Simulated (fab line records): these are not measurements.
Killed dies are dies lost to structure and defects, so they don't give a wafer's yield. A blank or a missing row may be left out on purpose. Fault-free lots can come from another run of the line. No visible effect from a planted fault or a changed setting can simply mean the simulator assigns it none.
Problem report in the 8D (eight disciplines) form, filled by code || flow sky130 || the parts of the form that need people (team, actions taken, sign-off) are left out

== 1. WHAT WENT WRONG ==
At SKY_METAL1_ETCH_18, oes_product_au averages 0.725 a.u. over 3 wafers from 2 lots, while fault-free wafers read 0.855 a.u., standard deviation 0.005. That is -26 standard deviations from the usual mean.
The step: etches BARC in N2/H2, stops on SiO2, time 45.9 s, target depth 60 nm.
First seen on wafer L116.1, day 37 03:29, on rie_metal-04. The record has a number at this step for 33 wafers belonging to 11 lots. Rule for "out" (also "out of limits"): further than 4 standard deviations from the usual mean. All remaining wafers that have a number are taken as sound.

== 2. WHAT IT IS AND WHAT IT IS NOT ==
{"question": "which readings at this step", "is": "oes_product_au", "is not": "drypump_motor_current_A, he_backside_leak_sccm"}
{"question": "which lots", "is": "L116, L117", "is not": "L104, L109, L112, L118, L119, L120, L123, L124, L126"}
{"question": "which wafers of those lots", "is": "L116.1, L117.1, L117.6", "is not": "L116.2, L116.3, L117.3"}
{"question": "read on which tools", "is": "rie_metal-04", "is not": "rie_metal-02, rie_metal-03"}
{"question": "when", "is": "from day 37 03:29", "is not": "up to then (11 sound wafers); but 19 sound wafers of L117, L118, L119, L120, L123, L124, L126 came after"}

== 3. SUSPECTS, AND WHAT RULES EACH OUT ==
Counting: if a tool at a process step up to the reading ran every lot that is out, it stays a suspect. Sound lots after the first of them don't rule it out here, since some wafers of a struck lot are sound.
- rie_metal-04 at SKY_METAL1_ETCH_18 (etches BARC in N2/H2, stops on SiO2, time 45.9 s, target depth 60 nm): kept. Ran every lot that is out, first one L116 (day 37 03:29); last sound lot up to then L112 (day 35 17:13). On those wafers its own readings are out: oes_product_au.
- Within rie_metal-04 at SKY_METAL1_ETCH_18: the wafers that are out ran in chamber 0; their sound lot-mates ran in chamber 1.
After counting, what remains is rie_metal-04 at SKY_METAL1_ETCH_18.

== 4. THE CAUSE (what the simulator had put in) ==
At SKY_METAL1_ETCH_18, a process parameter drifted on rie_metal-04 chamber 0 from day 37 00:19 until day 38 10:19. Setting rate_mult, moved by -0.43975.
This tool alone remained once counting was done.

== 5. THE EFFECT CHAIN, in route order ==
Each row: a reading whose mean over the struck wafers that have a number lies more than 3 standard deviations from the usual. Only readings for which the record gives a usual standard deviation are gone through. hours: the time from each lot's start at the first step in this table that gives one to its start at this step, as a median over the lots. sigmas: the change in usual standard deviations.
{"hours": 0, "step": "SKY_METAL1_ETCH_18", "reading": "oes_product_au", "usual": "0.855 a.u.", "on struck wafers": 0.725, "change": -0.130, "sigmas": -26}
{"hours": 0, "step": "SKY_METAL1_STRIP_20", "reading": "strip_time_to_endpoint_s", "usual": "2.68 s", "on struck wafers": 2.91, "change": "+0.23", "sigmas": "+5.5"}
Here are the process steps it includes:
- SKY_METAL1_ETCH_18: etches BARC in N2/H2, stops on SiO2, time 45.9 s, target depth 60 nm.
- SKY_METAL1_STRIP_20: strips in O2/N2.

== 6. WHAT WOULD HAVE CAUGHT IT SOONER ==
In this record the first reading out of limits was taken at day 37 03:29, 3 hours after the fault began at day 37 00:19.
